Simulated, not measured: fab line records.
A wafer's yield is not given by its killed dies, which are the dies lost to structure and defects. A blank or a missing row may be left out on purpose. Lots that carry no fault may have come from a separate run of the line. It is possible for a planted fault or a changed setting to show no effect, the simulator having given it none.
What tool caused it? || flow gf180mcu || 13 lots, 39 wafers sampled, at 6 steps of a route of 602

== WHAT THE GAUGES READ, wafer by wafer ==
GF_HV_LDD_THK_MEAS_55.
{"lot": "L308", "measured": "day 12 23:51", "on": "film-metro-03", "HV_LDD_CVD_54_THK (nm)": "9.98 9.93 9.87"}
{"lot": "L309", "measured": "day 13 06:34", "on": "film-metro-03", "HV_LDD_CVD_54_THK (nm)": "10.02 10.01 10.10"}
{"lot": "L312", "measured": "day 14 14:12", "on": "film-metro-01", "HV_LDD_CVD_54_THK (nm)": "10.00 9.94 10.01"}
{"lot": "L313", "measured": "day 14 23:10", "on": "film-metro-01", "HV_LDD_CVD_54_THK (nm)": "9.90 9.97 9.98"}
{"lot": "L314", "measured": "day 15 04:08", "on": "film-metro-01", "HV_LDD_CVD_54_THK (nm)": "9.88 9.80 9.81"}
{"lot": "L315", "measured": "day 15 10:58", "on": "film-metro-04", "HV_LDD_CVD_54_THK (nm)": "10.00 9.96 10.04"}
{"lot": "L316", "measured": "day 15 15:38", "on": "film-metro-01", "HV_LDD_CVD_54_THK (nm)": "10.20 10.08 10.04"}
{"lot": "L317", "measured": "day 16 05:42", "on": "film-metro-03", "HV_LDD_CVD_54_THK (nm)": "9.75 9.79 9.66"}
{"lot": "L319", "measured": "day 16 20:48", "on": "film-metro-04", "HV_LDD_CVD_54_THK (nm)": "10.01 10.09 10.04"}
{"lot": "L320", "measured": "day 17 02:50", "on": "film-metro-01", "HV_LDD_CVD_54_THK (nm)": "9.97 9.82 9.88"}
{"lot": "L323", "measured": "day 18 02:41", "on": "film-metro-04", "HV_LDD_CVD_54_THK (nm)": "10.18 10.31 10.24"}
{"lot": "L326", "measured": "day 19 01:13", "on": "film-metro-04", "HV_LDD_CVD_54_THK (nm)": "10.05 10.13 10.08"}
{"lot": "L329", "measured": "day 20 06:49", "on": "film-metro-03", "HV_LDD_CVD_54_THK (nm)": "9.94 9.89 9.91"}

GF_PSD_OVL_MEAS_08.
{"lot": "L308", "measured": "day 14 20:35", "on": "overlay-02", "PSD_OVL (nm)": "2.0 3.5 2.8"}
{"lot": "L309", "measured": "day 15 02:48", "on": "overlay-02", "PSD_OVL (nm)": "2.6 0.2 0.8"}
{"lot": "L312", "measured": "day 16 12:06", "on": "overlay-01", "PSD_OVL (nm)": "-1.9 -0.5 -2.0"}
{"lot": "L313", "measured": "day 16 20:23", "on": "overlay-02", "PSD_OVL (nm)": "-1.0 0.8 0.0"}
{"lot": "L314", "measured": "day 17 02:20", "on": "overlay-01", "PSD_OVL (nm)": "1.3 1.2 0.8"}
{"lot": "L315", "measured": "day 17 08:51", "on": "overlay-01", "PSD_OVL (nm)": "-0.4 1.3 1.1"}
{"lot": "L316", "measured": "day 17 14:05", "on": "overlay-01", "PSD_OVL (nm)": "0.2 -0.8 -1.0"}
{"lot": "L317", "measured": "day 18 05:26", "on": "overlay-01", "PSD_OVL (nm)": "-0.1 -0.7 -0.2"}
{"lot": "L319", "measured": "day 18 20:14", "on": "overlay-01", "PSD_OVL (nm)": "0.0 0.2 -0.5"}
{"lot": "L320", "measured": "day 19 03:38", "on": "overlay-01", "PSD_OVL (nm)": "2.0 1.0 -1.3"}
{"lot": "L323", "measured": "day 20 04:47", "on": "overlay-02", "PSD_OVL (nm)": "2.5 0.7 0.7"}
{"lot": "L326", "measured": "day 21 02:20", "on": "overlay-02", "PSD_OVL (nm)": "0.8 -0.4 0.2"}
{"lot": "L329", "measured": "day 22 08:59", "on": "overlay-01", "PSD_OVL (nm)": "-0.1 -0.2 0.0"}

GF_PSD_TW_MEAS_11.
{"lot": "L308", "measured": "day 14 20:53", "on": "film-metro-04", "PSD_TW": "3141 3158 3161"}
{"lot": "L309", "measured": "day 15 03:05", "on": "film-metro-04", "PSD_TW": "3160 3154 3160"}
{"lot": "L312", "measured": "day 16 12:26", "on": "film-metro-04", "PSD_TW": "3145 3141 3162"}
{"lot": "L313", "measured": "day 16 20:40", "on": "film-metro-04", "PSD_TW": "3153 3172 3147"}
{"lot": "L314", "measured": "day 17 02:37", "on": "film-metro-01", "PSD_TW": "3117 3118 3133"}
{"lot": "L315", "measured": "day 17 09:08", "on": "film-metro-02", "PSD_TW": "3201 3214 3220"}
{"lot": "L316", "measured": "day 17 14:23", "on": "film-metro-02", "PSD_TW": "3216 3233 3225"}
{"lot": "L317", "measured": "day 18 05:43", "on": "film-metro-02", "PSD_TW": "3251 3239 3223"}
{"lot": "L319", "measured": "day 18 20:31", "on": "film-metro-02", "PSD_TW": "3223 3228 3224"}
{"lot": "L320", "measured": "day 19 03:55", "on": "film-metro-02", "PSD_TW": "3206 3228 3192"}
{"lot": "L323", "measured": "day 20 05:05", "on": "film-metro-04", "PSD_TW": "3154 3157 3153"}
{"lot": "L326", "measured": "day 21 02:37", "on": "film-metro-02", "PSD_TW": "3216 3208 3223"}
{"lot": "L329", "measured": "day 22 09:16", "on": "film-metro-04", "PSD_TW": "3179 3167 3152"}

GF_PSD_RS_MEAS_14: the measuring method here is four-point-probe.
{"lot": "L308", "measured": "day 14 21:04", "on": "film-metro-01", "NSD_RS (ohm/sq)": "46.12 46.09 46.12"}
{"lot": "L309", "measured": "day 15 03:17", "on": "film-metro-04", "NSD_RS (ohm/sq)": "46.17 46.15 46.19"}
{"lot": "L312", "measured": "day 16 12:38", "on": "film-metro-01", "NSD_RS (ohm/sq)": "46.13 46.08 46.08"}
{"lot": "L313", "measured": "day 16 20:53", "on": "film-metro-02", "NSD_RS (ohm/sq)": "46.03 46.09 46.17"}
{"lot": "L314", "measured": "day 17 02:50", "on": "film-metro-02", "NSD_RS (ohm/sq)": "46.25 46.17 46.15"}
{"lot": "L315", "measured": "day 17 09:21", "on": "film-metro-01", "NSD_RS (ohm/sq)": "46.17 46.03 46.08"}
{"lot": "L316", "measured": "day 17 14:34", "on": "film-metro-04", "NSD_RS (ohm/sq)": "45.99 46.10 46.22"}
{"lot": "L317", "measured": "day 18 05:56", "on": "film-metro-01", "NSD_RS (ohm/sq)": "46.06 46.07 46.15"}
{"lot": "L319", "measured": "day 18 20:43", "on": "film-metro-01", "NSD_RS (ohm/sq)": "46.02 46.07 45.99"}
{"lot": "L320", "measured": "day 19 04:07", "on": "film-metro-01", "NSD_RS (ohm/sq)": "44.11 43.94 44.18"}
{"lot": "L323", "measured": "day 20 05:18", "on": "film-metro-02", "NSD_RS (ohm/sq)": "44.15 44.16 44.06"}
{"lot": "L326", "measured": "day 21 02:50", "on": "film-metro-04", "NSD_RS (ohm/sq)": "46.35 46.34 46.20"}
{"lot": "L329", "measured": "day 22 09:28", "on": "film-metro-04", "NSD_RS (ohm/sq)": "46.19 46.18 46.10"}

GF_PSD_RS_MEAS_15: the measuring method here is four-point-probe.
{"lot": "L308", "measured": "day 14 21:11", "on": "film-metro-01", "PSD_RS (ohm/sq)": "108.65 108.85 108.32"}
{"lot": "L309", "measured": "day 15 03:25", "on": "film-metro-04", "PSD_RS (ohm/sq)": "108.65 108.47 108.90"}
{"lot": "L312", "measured": "day 16 12:46", "on": "film-metro-01", "PSD_RS (ohm/sq)": "108.64 108.69 108.47"}
{"lot": "L313", "measured": "day 16 21:00", "on": "film-metro-02", "PSD_RS (ohm/sq)": "108.63 108.84 108.69"}
{"lot": "L314", "measured": "day 17 02:57", "on": "film-metro-02", "PSD_RS (ohm/sq)": "108.53 108.88 108.70"}
{"lot": "L315", "measured": "day 17 09:28", "on": "film-metro-01", "PSD_RS (ohm/sq)": "108.21 108.29 108.21"}
{"lot": "L316", "measured": "day 17 14:41", "on": "film-metro-04", "PSD_RS (ohm/sq)": "108.37 108.67 108.64"}
{"lot": "L317", "measured": "day 18 06:03", "on": "film-metro-01", "PSD_RS (ohm/sq)": "108.28 108.29 108.62"}
{"lot": "L319", "measured": "day 18 20:50", "on": "film-metro-01", "PSD_RS (ohm/sq)": "108.17 108.25 108.14"}
{"lot": "L320", "measured": "day 19 04:14", "on": "film-metro-01", "PSD_RS (ohm/sq)": "102.01 102.11 101.89"}
{"lot": "L323", "measured": "day 20 05:25", "on": "film-metro-02", "PSD_RS (ohm/sq)": "101.79 102.19 101.83"}
{"lot": "L326", "measured": "day 21 02:57", "on": "film-metro-04", "PSD_RS (ohm/sq)": "109.26 108.93 109.27"}
{"lot": "L329", "measured": "day 22 09:35", "on": "film-metro-04", "PSD_RS (ohm/sq)": "108.65 108.91 108.55"}

== TOOL THAT RAN EACH LOT (tool first, then ch and the chambers of the sampled wafers, then the start) ==
{"lot": "L308", "GF_PSD_RTA_13": "rtp-anneal-02 ch 0, day 14 20:59"}
{"lot": "L309", "GF_PSD_RTA_13": "rtp-anneal-01 ch 0, day 15 03:12"}
{"lot": "L312", "GF_PSD_RTA_13": "rtp-anneal-02 ch 0, day 16 12:33"}
{"lot": "L313", "GF_PSD_RTA_13": "rtp-anneal-02 ch 0, day 16 20:47"}
{"lot": "L314", "GF_PSD_RTA_13": "rtp-anneal-02 ch 0, day 17 02:44"}
{"lot": "L315", "GF_PSD_RTA_13": "rtp-anneal-02 ch 0, day 17 09:16"}
{"lot": "L316", "GF_PSD_RTA_13": "rtp-anneal-02 ch 0, day 17 14:29"}
{"lot": "L317", "GF_PSD_RTA_13": "rtp-anneal-01 ch 0, day 18 05:50"}
{"lot": "L319", "GF_PSD_RTA_13": "rtp-anneal-01 ch 0, day 18 20:38"}
{"lot": "L320", "GF_PSD_RTA_13": "rtp-anneal-02 ch 0, day 19 04:01"}
{"lot": "L323", "GF_PSD_RTA_13": "rtp-anneal-02 ch 0, day 20 05:13"}
{"lot": "L326", "GF_PSD_RTA_13": "rtp-anneal-01 ch 0, day 21 02:44"}
{"lot": "L329", "GF_PSD_RTA_13": "rtp-anneal-01 ch 0, day 22 09:22"}
- GF_PSD_RTA_13: time 20 s.

== AS READ BY THE TOOLS THEMSELVES (means over the sampled wafers that have a number; for cases with no such wafer, the mark the record gives instead) ==
GF_PSD_RTA_13.
{"lot": "L308", "tool": "rtp-anneal-02", "chamber-o2-ppm": 2.008, "lamp-power-pct (%)": 30.3, "wafer_temp_C_max": 1028.1}
{"lot": "L309", "tool": "rtp-anneal-01", "chamber-o2-ppm": 2.023, "lamp-power-pct (%)": 32.3, "wafer_temp_C_max": 1030.4}
{"lot": "L312", "tool": "rtp-anneal-02", "chamber-o2-ppm": 1.980, "lamp-power-pct (%)": 30.3, "wafer_temp_C_max": 1029.8}
{"lot": "L313", "tool": "rtp-anneal-02", "chamber-o2-ppm": 2.014, "lamp-power-pct (%)": 30.3, "wafer_temp_C_max": 1029.5}
{"lot": "L314", "tool": "rtp-anneal-02", "chamber-o2-ppm": 2.000, "lamp-power-pct (%)": 30.3, "wafer_temp_C_max": 1028.7}
{"lot": "L315", "tool": "rtp-anneal-02", "chamber-o2-ppm": 2.002, "lamp-power-pct (%)": 30.3, "wafer_temp_C_max": 1028.5}
{"lot": "L316", "tool": "rtp-anneal-02", "chamber-o2-ppm": 2.002, "lamp-power-pct (%)": 30.3, "wafer_temp_C_max": 1028.4}
{"lot": "L317", "tool": "rtp-anneal-01", "chamber-o2-ppm": 1.986, "lamp-power-pct (%)": 32.3, "wafer_temp_C_max": 1029.7}
{"lot": "L319", "tool": "rtp-anneal-01", "chamber-o2-ppm": 2.006, "lamp-power-pct (%)": 32.4, "wafer_temp_C_max": 1030.2}
{"lot": "L320", "tool": "rtp-anneal-02", "chamber-o2-ppm": 1.978, "lamp-power-pct (%)": 31.5, "wafer_temp_C_max": 1029.6}
{"lot": "L323", "tool": "rtp-anneal-02", "chamber-o2-ppm": 1.972, "lamp-power-pct (%)": 31.5, "wafer_temp_C_max": 1028.2}
{"lot": "L326", "tool": "rtp-anneal-01", "chamber-o2-ppm": 1.983, "lamp-power-pct (%)": 32.3, "wafer_temp_C_max": 1029.8}
{"lot": "L329", "tool": "rtp-anneal-01", "chamber-o2-ppm": 2.014, "lamp-power-pct (%)": 32.3, "wafer_temp_C_max": 1029.6}

== THE ANSWER, worked out from the rows above alone ==
Rule: usual is defined by the lots themselves. Put in order of their means at a reading, lots are off if they are a third of the lots or fewer, leave a main group of 4 or more, and stand apart from it by a gap of 3 or more times the standard deviation of the main group's means; of several such gaps the widest counts. The tables above print the reading to a certain number of digits; a main group whose means all agree to those digits is not used. Also off: a lot with no number at a reading for which 4 or more lots have one. Any other lot the step has rows for is counted as sound. First the gauges in route order, then the tools' own readings, where a lot's mean is used as printed above. The first step at which some lot is off is used, and at that step the reading that is off furthest; a lot without a number counts as furthest.
Off: L320, L323, seen at GF_PSD_RS_MEAS_14 (NSD_RS). For the main group the mean is 46.13 ohm/sq and the standard deviation 0.068.
A tool fits if, at a process step before that reading, it ran every lot that is off, and no sound lot after the first of them. Those tools and the gauges at GF_PSD_RS_MEAS_14 are tried in the same way. One fits: rtp-anneal-02 at GF_PSD_RTA_13. A fault onset in the window from L316 (day 17 14:29, its last sound lot) to L320 (day 19 04:01, its first lot off) fits.

== WHAT THE SIMULATOR HAD INSERTED ==
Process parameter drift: rtp-anneal-02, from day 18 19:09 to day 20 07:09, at GF_PSD_RTA_13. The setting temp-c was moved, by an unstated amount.
Struck lots among those shown: L320, L323. The rule above found the same.
